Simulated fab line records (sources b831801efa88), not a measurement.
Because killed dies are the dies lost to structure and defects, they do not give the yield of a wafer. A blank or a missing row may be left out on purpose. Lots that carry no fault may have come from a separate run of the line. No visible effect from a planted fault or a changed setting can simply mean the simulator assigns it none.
Comparing a struck lot with a sound one ; flow sky130 ; 16 out of 708 route steps
Sound: these wafers, L691.3, L691.4, L691.6. The struck wafers were L685.1, L685.4, L685.6. The cause comes at the end.
Each step with rows lists, per side, the tool, then ch with its chambers, then its first start. Under that, the readings that differ: sound wafers ; struck wafers ; difference of the means ; sigmas: that difference in standard deviations of wafers without a fault.
alike: readings with means less than 2 such deviations apart, plus words and numbers identical on both sides. not compared: withheld readings, readings lacking a value on some wafer, bounds such as >300 that could conceal the same value, and numbers that have no deviation in the record and whose values overlap.
A row with sigmas, a row that says differs or no value, or rows on one side alone: a step with any of these is where the two part. Numbers that don't overlap but have no deviation are shown without sigmas and don't part them. A reading missing from all wafers of one side parts the sides only when that side holds two or more wafers.

SKY_LDD_HVN_OVL_MEAS_07:
  sound: overlay-01 at day 26 01:23; struck: overlay-02 at day 23 17:55
  alike: LDD_HVN_OVL
after that, 1 step had no rows for these wafers: SKY_LDD_HVN_IMPLANT_08.
SKY_LDD_HVN_STRIP_09: strips in O2/N2.
  sound on plasmaAsher-04 ch 0,1, day 26 01:35; struck on plasmaAsher-04 ch 0, day 23 18:07
  alike: drypumpMotorCurrentA, oesProductAu, stripTimeToEndpointS
  not compared: rfHoursCounterH
SKY_LDD_HVN_TW_MEAS_10:
  sound: filmMetro-03 at day 26 01:41; struck: filmMetro-02 at day 23 18:13
reading;sound;struck;difference;sigmas
LDD_HVN_TW;1452 1454 1453;1414 1409 1415;-40;-3
then, 7 steps without rows for these wafers: SKY_LDD_HVP_DEHYDRATE_00 (time 60 s); SKY_LDD_HVP_HMDS_01 (prime time 60 s); SKY_LDD_HVP_COAT_02 (resist thk 300 nm); SKY_LDD_HVP_SOFTBAKE_03 (time 60 s); SKY_LDD_HVP_EXPOSE_04 (exposes mask HVPTM, target cd 700 nm); SKY_LDD_HVP_PEB_05; SKY_LDD_HVP_DEVELOP_06 (develop time 60 s).
SKY_LDD_HVP_OVL_MEAS_07:
  sound: overlay-02 at day 27 06:37; struck: overlay-02 at day 24 23:41
  alike: LDD_HVP_OVL
SKY_LDD_HVP_IMPLANT_08:
  sound on implanter-03 ch 0, day 27 06:41; struck on implanter-02 ch 0, day 24 23:43
reading;sound;struck;difference;sigmas
tiltDeg (degrees);17.900 17.894 17.894;0.008 -0.016 -0.006;-17.901;-99 or more
  alike: endStationPressureTorr
SKY_LDD_HVP_STRIP_09: strips in O2/N2.
  sound on plasmaAsher-01 ch 0,1, day 27 06:50; struck on plasmaAsher-01 ch 0,1, day 24 23:52
  alike: drypumpMotorCurrentA, oesProductAu, stripTimeToEndpointS
  not compared: rfHoursCounterH
SKY_LDD_HVP_TW_MEAS_10:
  sound: filmMetro-01 at day 27 06:55; struck: filmMetro-03 at day 25 00:11
reading;sound;struck;difference;sigmas
LDD_HVP_TW;451 450 450;410 411 414;-39;-10
  not compared: hold
-- a jump in the record: the struck wafers' starts before and after are 23 days apart (it breaks off in module LDD_HVP and resumes in module PAD_OPEN, where the first step shown is number 708 of the route) --
SKY_PAD_OPEN_PROBE_99:
  sound: prober-02 at day 49 12:56; struck: prober-02 at day 48 01:41
reading;sound;struck;difference;sigmas
model.etest.tip_p_5v.rsOhmSq;2868 2868 2865;2700 2694 2714;-164;
model.etest.pfetG5v0d10v5.driveUaUm;342.2 337.4 343.7;348.6 348.6 350.8;+8.2;
  alike: killed_at_M0_to_M3, killed_at_M4_up, killedAtContacts, killedAtFrontEnd, killedAtOther, killedDies, killedOpen, killedShort

## WHERE THEY PART
Earliest at SKY_LDD_HVN_TW_MEAS_10; latest, in this record, at SKY_LDD_HVP_TW_MEAS_10. Later steps at which nothing parts them and some readings are alike: SKY_PAD_OPEN_PROBE_99.

WHY: what had been put in by the simulator
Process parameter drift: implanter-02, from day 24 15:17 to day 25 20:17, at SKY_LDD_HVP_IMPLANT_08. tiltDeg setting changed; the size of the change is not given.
